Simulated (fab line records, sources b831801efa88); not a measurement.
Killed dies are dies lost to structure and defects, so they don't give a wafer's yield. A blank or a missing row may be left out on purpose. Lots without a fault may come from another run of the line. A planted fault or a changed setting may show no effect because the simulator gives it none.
A struck lot beside a sound one | flow gf180mcu | 27 steps out of a route of 602
Sound: wafers L669.1, L669.4, L669.6. Struck: wafers L683.2, L683.4, L683.5. The cause comes at the end.
At each step with rows: each side's tool, then ch and its chambers, then its first start. Under that, the readings that differ: sound wafers | struck wafers | difference of the means | sigmas: that difference in standard deviations of wafers without a fault.
alike: readings whose means differ by less than 2 such deviations, and words and numbers that are the same on both sides. not compared: withheld readings, readings that some wafer has no value for, bounds like >300 that may hide the same value, and numbers for which the record gives no deviation and whose values overlap.
The two part at a step that has a row with sigmas, a row that says differs or no value, or rows on one side only. Numbers that don't overlap but have no deviation are shown without sigmas and don't part them. A reading that every wafer of one side lacks parts them only if that side has two wafers or more.

first, 5 steps without rows for these wafers: GF_V3_ETCH_16 (etches BARC in N2/H2); GF_V3_ETCH_17 (etches SiO2 in C4F8/O2/Ar, stops on TiN, target depth 635 nm); GF_V3_STRIP_18 (strips in O2/N2); GF_V3_STRIP_19 (strips in post etch residue remover, time 1200 s); GF_V3_CLEAN_20 (cleans in DIW).
GF_V3_SPUTTER_21: material Ti, target thk 15 nm, time 80.02 s.
  sound on pvd_sputter-01, day 23 14:25; struck on pvd_sputter-01, day 28 07:08
  alike: cathode_dc_power_W, chamber_pressure_pa, substrate_temp_c, throttle_valve_pct
then, 1 step without rows for these wafers: GF_V3_SPUTTER_22 (material TiN, target thk 10 nm, time 40 s).
GF_V3_CVD_23: deposits W, target thk 350 nm, time 104.9 s.
  sound on cvd_w-02 ch 0,1, day 23 14:31; struck on cvd_w-02 ch 0,1, day 28 07:14
  alike: heater_power_w
GF_V3_RS_MEAS_24: measures by four-point-probe.
  sound on film_metro-02, day 23 14:38; struck on film_metro-01, day 28 07:23
  alike: V3_W_RS
GF_V3_THK_MEAS_25: measures by xrf.
  sound on film_metro-02, day 23 14:45; struck on film_metro-01, day 28 07:29
  alike: V3_W_THK
GF_V3_CMP_26: polishes, stops on SiO2, t overpolish 15 s, target thk 0 nm.
  sound on cmp-01 ch 0,2,3, day 23 14:52; struck on cmp-02 ch 0,1,2, day 28 07:32
  alike: edge_zone_pressure_frac, motor_current_A, overpolish_run_s, time_to_endpoint_s
then, 1 step without rows for these wafers: GF_M4_SPUTTER_00 (material Ti, target thk 37.5 nm, time 150 s).
GF_M4_SPUTTER_01: material TiN, target thk 30 nm, time 25 s.
  sound on pvd_sputter-03, day 23 15:13; struck on pvd_sputter-03, day 28 07:56
  no value came back on the struck wafers for cathode_dc_power_W (W), chamber_pressure_pa (Pa), throttle_valve_pct (%); on the sound wafers cathode_dc_power_W (W) reads 6501.7 6500.7 6499.6
GF_M4_SPUTTER_02: material AlCu, target thk 450 nm, time 23.9 s.
  sound on pvd_sputter-03, day 23 15:14; struck on pvd_sputter-03, day 28 07:58
  alike: cathode_dc_power_W, chamber_pressure_pa, throttle_valve_pct
then, 1 step without rows for these wafers: GF_M4_SPUTTER_03 (material Ti, target thk 10 nm, time 6.7 s).
GF_M4_SPUTTER_04: material TiN, target thk 50 nm, time 41.7 s.
  sound on pvd_sputter-03, day 23 15:17; struck on pvd_sputter-03, day 28 08:01
  alike: cathode_dc_power_W, chamber_pressure_pa, throttle_valve_pct
then, 7 steps without rows for these wafers: GF_M4_DEHYDRATE_07 (time 60 s); GF_M4_HMDS_08 (prime time 60 s); GF_M4_COAT_09 (resist thk 1000 nm); GF_M4_SOFTBAKE_10 (time 60 s); GF_M4_EXPOSE_11 (exposes mask Metal4, target cd 280 nm); GF_M4_PEB_12 (peb time 90 s); GF_M4_DEVELOP_13 (develop time 60 s).
GF_M4_CD_MEAS_14: target cd 280 nm.
  sound on cd_sem-02, day 24 13:09; struck on cd_sem-02, day 29 02:51
  reading    | sound             | struck            | difference | sigmas
  cd_nm (nm) | 281.2 280.6 281.1 | 279.6 279.4 278.0 | -2.0       | -2
GF_M4_OVL_MEAS_15:
  sound on overlay-01, day 24 13:16; struck on overlay-01, day 29 02:58
  alike: M4_OVL
GF_M4_METAL_ETCH_16: etches the open film in Cl2/BCl3, stops on SiO2, target depth 627.5 nm, time 104.6 s.
  sound on rie_metal-01 ch 0, day 24 13:18; struck on rie_metal-01 ch 0, day 29 02:59
  reading                | sound                | struck               | difference | sigmas
  oes_product_au (a.u.)  | 0.984 0.975 0.978    | 0.948 0.933 0.932    | -0.041     | -7
  throttle_valve_pct (%) | 28.243 28.236 28.234 | 28.278 28.285 28.285 | +0.045     | +5
  alike: bcl3_flow_sccm, drypump_motor_current_A
  not compared: rf_hours_counter_h
then, 1 step without rows for these wafers: GF_M4_STRIP_17 (strips in O2/N2).

WHERE THEY PART
First at GF_M4_SPUTTER_01; last, within this record, at GF_M4_METAL_ETCH_16.

WHY: what the simulator had put in
Skipped step whole: pvd_sputter-03, from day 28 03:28 on, at GF_M4_SPUTTER_01. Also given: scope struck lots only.
